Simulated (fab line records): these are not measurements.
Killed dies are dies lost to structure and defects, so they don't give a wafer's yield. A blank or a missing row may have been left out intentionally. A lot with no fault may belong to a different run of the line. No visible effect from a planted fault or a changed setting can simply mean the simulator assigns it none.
A struck lot beside a sound one :: flow sky130 :: 15 steps out of a route of 708
Sound: these wafers, L805.1, L805.2, L805.4. Struck: wafer L816.2. (L816.3, L816.5 of the same lot were not struck and are left out.) The cause comes at the end.
At each step with rows: each side's tool, then ch and its chambers, then its first start. Under that, the readings that differ: sound wafers :: struck wafers :: difference of the means :: sigmas: that difference in standard deviations of wafers without a fault.
alike: readings whose means differ by less than 2 such deviations, and words and numbers that are the same on both sides. not compared: withheld readings, readings that some wafer has no value for, bounds like >300 that may hide the same value, and numbers for which the record gives no deviation and whose values overlap.
The two part at a step that has a row with sigmas, a row that says differs or no value, or rows on one side only. Non-overlapping numbers with no deviation appear without sigmas and do not part them. Lack of a reading on every wafer of one side parts them only where that side has two or more wafers.

SKY_CONTACT_STRIP_19: strips in O2/N2.
  sound on plasma asher-03 ch 0,1, day 31 18:17; struck on plasma asher-04 ch 0, day 35 09:50
reading: drypump motor current A (A)
sound: 5.4 4.9 5.5
struck: 6.1
difference: +0.8
sigmas: +2
  alike: oes product au, strip time to endpoint s
  not compared: rf hours counter h
then, 3 steps without rows for these wafers: SKY_CONTACT_STRIP_20 (strips in post etch residue remover, time 1200 s); SKY_CONTACT_CLEAN_21 (cleans in IPA, time 180 s); SKY_CONTACT_CLEAN_22 (cleans in O3/DIW).
SKY_CONTACT_SPUTTER_23: material TiN, target thk 20 nm, time 80 s.
  sound on pvd sputter-02, day 31 18:55; struck on pvd sputter-01, day 35 10:25
  alike: cathode dc power W, throttle valve pct
then, 1 step without rows for these wafers: SKY_CONTACT_CVD_24 (deposits W, target thk 340 nm, time 102.12 s).
SKY_CONTACT_RS_MEAS_25: measurement is done with a four-point probe.
  sound on film metro-01, day 31 19:12; struck on film metro-02, day 35 10:37
reading: CONTACT_W_RS (ohm/sq)
sound: 0.338 0.338 0.339
struck: 0.347
difference: +0.009
sigmas: +3
SKY_CONTACT_THK_MEAS_26: measures by xrf.
  sound on film metro-01, day 31 19:19; struck on film metro-02, day 35 10:44
  alike: CONTACT_W_THK
SKY_CONTACT_CMP_27: polishes, stops on SiO2, t overpolish 15 s, target thk 0 nm.
  sound on cmp-01 ch 0,1,3, day 31 19:23; struck on cmp-02 ch 0, day 35 10:53
reading: time to endpoint s (s)
sound: 75.9 75.0 78.4
struck: 83.4
difference: +7.0
sigmas: +3
  alike: motor current A, overpolish run s
then, 1 step without rows for these wafers: SKY_METAL1_SPUTTER_00 (material Ti, target thk 15 nm, time 10 s).
SKY_METAL1_SPUTTER_01: material TiN, target thk 20 nm, time 16.7 s.
  sound on pvd sputter-02, day 31 19:45; struck on pvd sputter-02, day 35 11:06
  alike: cathode dc power W, throttle valve pct
SKY_METAL1_SPUTTER_02: material AlCu, target thk 250 nm, time 13.3 s.
  sound on pvd sputter-02, day 31 19:47; struck on pvd sputter-02, day 35 11:07
reading: cathode dc power W (W)
sound: 10602 10603 10602
struck: 10598
difference: -4
sigmas: -2
  alike: throttle valve pct
SKY_METAL1_SPUTTER_03: material Ti, target thk 5 nm, time 3.3 s.
  sound on pvd sputter-02, day 31 19:48; struck on pvd sputter-02, day 35 11:09
reading: model.Ti_of_METAL1_SPUTTER_03.thk nm (nm)
sound: 5.089 5.054 5.041
struck: 9.44
difference: +4.38
sigmas: 
  alike: cathode dc power W, throttle valve pct
then, 1 step without rows for these wafers: SKY_METAL1_SPUTTER_04 (material TiN, target thk 70 nm, time 58.3 s).
-- the record jumps here: 13 days lie between the struck wafers' starts before and after (it left off in module METAL1 and takes up again in module PAD_OPEN, whose first step shown is number 708 of the route) --
SKY_PAD_OPEN_PROBE_99:
  sound on prober-02, day 45 21:54; struck on prober-02, day 48 16:40
reading: killed at contacts
sound: 27 20 28
struck: 36
difference: +11
sigmas: +2

reading: model.etest.met1.rs ohm sq
sound: 0.1292 0.1288 0.1285
struck: 0.1324
difference: +0.0036
sigmas: 
  alike: defect limited yield, killed_at_M0_to_M3, killed_at_M4_up, killed at front end, killed at other, killed dies, killed open, killed short, sort_bin_3_pad_short, sort_bin_5_function, sort_bin_6_memory, sort n pass, sort yield pct
  not compared: model.etest.met1.line ohm um

== WHERE THEY PART ==
First at SKY_CONTACT_STRIP_19; last, within this record, at SKY_PAD_OPEN_PROBE_99.

WHY: what had been put in by the simulator
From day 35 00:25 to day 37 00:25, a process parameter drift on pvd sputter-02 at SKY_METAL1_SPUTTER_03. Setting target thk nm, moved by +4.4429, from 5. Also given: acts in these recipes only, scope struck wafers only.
